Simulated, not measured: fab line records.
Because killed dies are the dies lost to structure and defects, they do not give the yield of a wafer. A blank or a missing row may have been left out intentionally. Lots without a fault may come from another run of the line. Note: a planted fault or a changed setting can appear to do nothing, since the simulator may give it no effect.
Chamber matching | flow gf180mcu | GF_V2_CMP_26 on cmp-01 has 4 sister chambers
The step polishes, stops on SiO2, t overpolish 15 s, target thk 0 nm. 4 wafers are shown with their chamber, then 8 later ones without.

== EACH WAFER AND ITS CHAMBER ==
wafer  | chamber | motorCurrentA (A)
L666.6 | 3       | 9.3
L667.1 | 1       | 10.5
L667.5 | 2       | 10.0
L678.2 | 0       | 12.9

== WAFERS WHOSE CHAMBER IS MISSING ==
wafer  | motorCurrentA (A)
L678.5 | 10.5
L678.6 | 9.7
L679.1 | 13.2
L679.2 | 10.1
L679.3 | 10.1
L680.2 | 9.1
L680.5 | 9.7
L680.6 | 10.2

== WHICH CHAMBER EACH WENT THROUGH ==
wafer  | from the rows above     | in truth
L678.5 | 1                       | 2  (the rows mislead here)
L678.6 | can't be placed: 2 or 3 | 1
L679.1 | 0                       | 0
L679.2 | can't be placed: 2 or 1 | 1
L679.3 | can't be placed: 2 or 1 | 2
L680.2 | 3                       | 3
L680.5 | can't be placed: 2 or 3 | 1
L680.6 | can't be placed: 2 or 1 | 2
2 of 8 placed correctly. Unplaceable from these rows: 5, with the true chamber sitting among the candidates in 3. Placed wrongly: 1.
How it was worked out, from the rows above alone: a wafer's distance from a chamber is the root of the sum, over the readings, of the square of ((its reading less the chamber's mean) divided by the reading's scatter). The wafer belongs to the nearest chamber; if the next one is less than 2 further off, it can't be placed. For every chamber, the mean is computed from those of its wafers that are shown. The scatter: with one shown wafer a chamber, the root of the mean of the squares of how far each hidden wafer lies from its nearest shown one.
